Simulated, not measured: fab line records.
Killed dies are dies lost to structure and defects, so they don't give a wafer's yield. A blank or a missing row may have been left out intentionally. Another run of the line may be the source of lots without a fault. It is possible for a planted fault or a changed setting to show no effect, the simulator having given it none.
Matching of chambers / flow sky130 / SKY_VIA4_CMP_02 on cmp-01: 4 sister chambers
The step polishes SiO2. 16 wafers are shown with their chamber, then 8 later ones without.

== WAFERS WITH THEIR CHAMBER ==
wafer=L622.1; chamber=3; motorCurrentA (A)=13.2; slurryFilterDpKPa (kPa)=13.54
wafer=L622.2; chamber=2; motorCurrentA (A)=11.6; slurryFilterDpKPa (kPa)=13.30
wafer=L622.3; chamber=0; motorCurrentA (A)=11.2; slurryFilterDpKPa (kPa)=13.77
wafer=L624.1; chamber=0; motorCurrentA (A)=11.6; slurryFilterDpKPa (kPa)=13.56
wafer=L624.3; chamber=1; motorCurrentA (A)=13.2; slurryFilterDpKPa (kPa)=13.72
wafer=L624.4; chamber=3; motorCurrentA (A)=12.6; slurryFilterDpKPa (kPa)=13.24
wafer=L625.1; chamber=0; motorCurrentA (A)=10.9; slurryFilterDpKPa (kPa)=13.56
wafer=L625.4; chamber=1; motorCurrentA (A)=13.2; slurryFilterDpKPa (kPa)=13.50
wafer=L625.6; chamber=0; motorCurrentA (A)=11.3; slurryFilterDpKPa (kPa)=13.30
wafer=L626.2; chamber=0; motorCurrentA (A)=11.1; slurryFilterDpKPa (kPa)=13.57
wafer=L626.3; chamber=1; motorCurrentA (A)=13.0; slurryFilterDpKPa (kPa)=13.39
wafer=L626.5; chamber=3; motorCurrentA (A)=13.4; slurryFilterDpKPa (kPa)=13.41
wafer=L627.3; chamber=1; motorCurrentA (A)=13.7; slurryFilterDpKPa (kPa)=13.48
wafer=L627.4; chamber=2; motorCurrentA (A)=11.9; slurryFilterDpKPa (kPa)=13.56
wafer=L627.5; chamber=1; motorCurrentA (A)=13.6; slurryFilterDpKPa (kPa)=13.52
wafer=L629.2; chamber=2; motorCurrentA (A)=11.3; slurryFilterDpKPa (kPa)=13.41

SIGNATURES, as means of the wafers listed above
reading=motorCurrentA; chamber 0=11.220; chamber 1=13.340; chamber 2=11.600; chamber 3=13.067; scatter within a chamber=0.309
reading=slurryFilterDpKPa; chamber 0=13.5520; chamber 1=13.5220; chamber 2=13.4233; chamber 3=13.3967; scatter within a chamber=0.144
Rule: for a wafer and a chamber, the distance is found by dividing, reading by reading, the gap between the wafer's reading and the chamber's mean by the reading's scatter, squaring, summing and taking the root. If the next closest chamber is less than 2 further off than the closest, the wafer can't be placed; otherwise it belongs to the closest. The scatter is the square root of a quotient: the sum, over the shown wafers, of each reading's squared deviation from its chamber's mean, divided by wafers minus chambers.

== WAFERS WITH NO CHAMBER GIVEN ==
wafer=L629.5; motorCurrentA (A)=13.8; slurryFilterDpKPa (kPa)=13.75
wafer=L629.6; motorCurrentA (A)=11.0; slurryFilterDpKPa (kPa)=13.39
wafer=L637.1; motorCurrentA (A)=12.8; slurryFilterDpKPa (kPa)=13.20
wafer=L637.4; motorCurrentA (A)=11.8; slurryFilterDpKPa (kPa)=13.25
wafer=L637.6; motorCurrentA (A)=11.3; slurryFilterDpKPa (kPa)=13.59
wafer=L640.1; motorCurrentA (A)=13.9; slurryFilterDpKPa (kPa)=13.67
wafer=L640.2; motorCurrentA (A)=11.1; slurryFilterDpKPa (kPa)=13.44
wafer=L640.6; motorCurrentA (A)=11.6; slurryFilterDpKPa (kPa)=13.48

== CHAMBER TAKEN BY EACH ==
wafer=L629.5; from the rows above=can't be placed: 1 or 3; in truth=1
wafer=L629.6; from the rows above=can't be placed: 0 or 2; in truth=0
wafer=L637.1; from the rows above=can't be placed: 3 or 1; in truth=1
wafer=L637.4; from the rows above=can't be placed: 2 or 0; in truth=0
wafer=L637.6; from the rows above=can't be placed: 0 or 2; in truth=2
wafer=L640.1; from the rows above=can't be placed: 1 or 3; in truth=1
wafer=L640.2; from the rows above=can't be placed: 0 or 2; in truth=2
wafer=L640.6; from the rows above=can't be placed: 2 or 0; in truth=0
Correct placement for 0 of the 8. Not placeable from these rows: 8 (in 8, the candidates include the true chamber). Wrongly placed: 0.
